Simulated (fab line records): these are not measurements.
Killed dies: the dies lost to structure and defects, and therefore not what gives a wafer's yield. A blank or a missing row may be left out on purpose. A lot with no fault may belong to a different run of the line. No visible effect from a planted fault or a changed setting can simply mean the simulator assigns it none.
Comparing a struck lot with a sound one | flow sfq line | 14 steps out of a route of 325
Sound: the wafers L555.3, L555.4, L555.6. Wafers struck: L567.3, L567.4, L567.5. At the end, the cause is stated.
Per side, at each step with rows, come the tool, then ch with its chambers, and then its first start. Under that, the readings that differ: sound wafers | struck wafers | difference of the means | sigmas: that difference in standard deviations of wafers without a fault.
alike: words and numbers the same on both sides, and readings whose means are apart by under 2 such deviations; not compared: readings that were withheld, readings missing a value for some wafer, numbers with overlapping values and no deviation given by the record, and bounds like >300 which may hide the same value.
A row with sigmas, a row that says differs or no value, or rows on one side alone: a step with any of these is where the two part. Non-overlapping numbers with no deviation appear without sigmas and do not part them. Lack of a reading on every wafer of one side parts them only where that side has two or more wafers.

SFQ_TRILAYER_M4_ETCH_METAL_ETCH_096: etches Nb in Cl2/Ar, stops on SiO2, target depth 240 nm, time 120 s.
  sound on rie metal-01 ch 0,1, day 52 10:02; struck on rie metal-01 ch 0,1, day 55 01:38
  alike: drypump motor current A, oes product au
  not compared: rf hours counter h
SFQ_TRILAYER_M4_STRIP_STRIP_097: strips in O2.
  sound on rie metal-01 ch 0,1, day 52 10:19; struck on rie metal-01 ch 0,1, day 55 01:55
  alike: drypump motor current A, oes product au
  not compared: rf hours counter h
then, 1 step without rows for these wafers: SFQ_TRILAYER_M4_STRIP_SOLV_CLEAN_098 (cleans in NMP, time 600 s).
SFQ_TRILAYER_I4_DEP_PECVD_099: deposits SiO2 from SiH4/N2O, time 111.11 s, target thk 500 nm.
  sound on pecvd-04 ch 0,1, day 52 10:53; struck on pecvd-01 ch 0,2, day 55 02:30
  alike: heater power w, throttle valve pct
SFQ_TRILAYER_I4_CMP_CMP_100: polishes SiO2.
  sound on cmp-01 ch 1,3, day 52 13:16; struck on cmp-01 ch 1,2,3, day 55 03:35
  alike: edge zone pressure frac, motor current A, retaining ring pressure frac, time to endpoint s
SFQ_I4_BOW_MEAS_927:
  sound on film metro-04 at day 52 15:49; struck on film metro-04 at day 55 05:37
  alike: I4_BOW
SFQ_TRILAYER_I4_METRO_MEASURE_101:
  sound on film metro-04 at day 52 16:17; struck on film metro-04 at day 55 06:06
  alike: thk nm
then, 5 steps without rows for these wafers: SFQ_TRILAYER_I4_VIA_LITHO_COAT_108 (resist thk 62 nm); SFQ_TRILAYER_I4_VIA_LITHO_COAT_103 (resist thk 650 nm); SFQ_TRILAYER_I4_VIA_LITHO_SOFTBAKE_107; SFQ_TRILAYER_I4_VIA_LITHO_EXPOSE_104 (exposes mask I4, target cd 700 nm); SFQ_TRILAYER_I4_VIA_LITHO_PEB_106 (peb time 60 s).
SFQ_TRILAYER_I4_VIA_LITHO_DEVELOP_105: time 60 s.
  sound on litho track-02 ch 0, day 52 21:20; struck on litho track-03, day 55 09:48
  no value came back on the struck wafers for chill plate temp C (C), exhaust pa (Pa); on the sound wafers chill plate temp C (C) reads 23.12 23.26 23.11
  reading                                                 | sound             | struck            | difference | sigmas
  model.KrF_of_TRILAYER_I4_VIA_LITHO_COAT_103.thk nm (nm) | 625.7 626.4 625.9 | 649.5 648.7 648.3 | +22.8      |
SFQ_I4_OVL_MEAS_928:
  sound on overlay-02 at day 52 21:27; struck on overlay-02 at day 55 09:55
  reading     | sound    | struck | difference                    | sigmas
  I4_OVL (nm) | -2 -7 -5 | - - -  | no value on the struck wafers |

## WHERE THEY PART
At SFQ_TRILAYER_I4_VIA_LITHO_DEVELOP_105 first; at SFQ_I4_OVL_MEAS_928 last (within this record only).

WHY: the cause the simulator had injected
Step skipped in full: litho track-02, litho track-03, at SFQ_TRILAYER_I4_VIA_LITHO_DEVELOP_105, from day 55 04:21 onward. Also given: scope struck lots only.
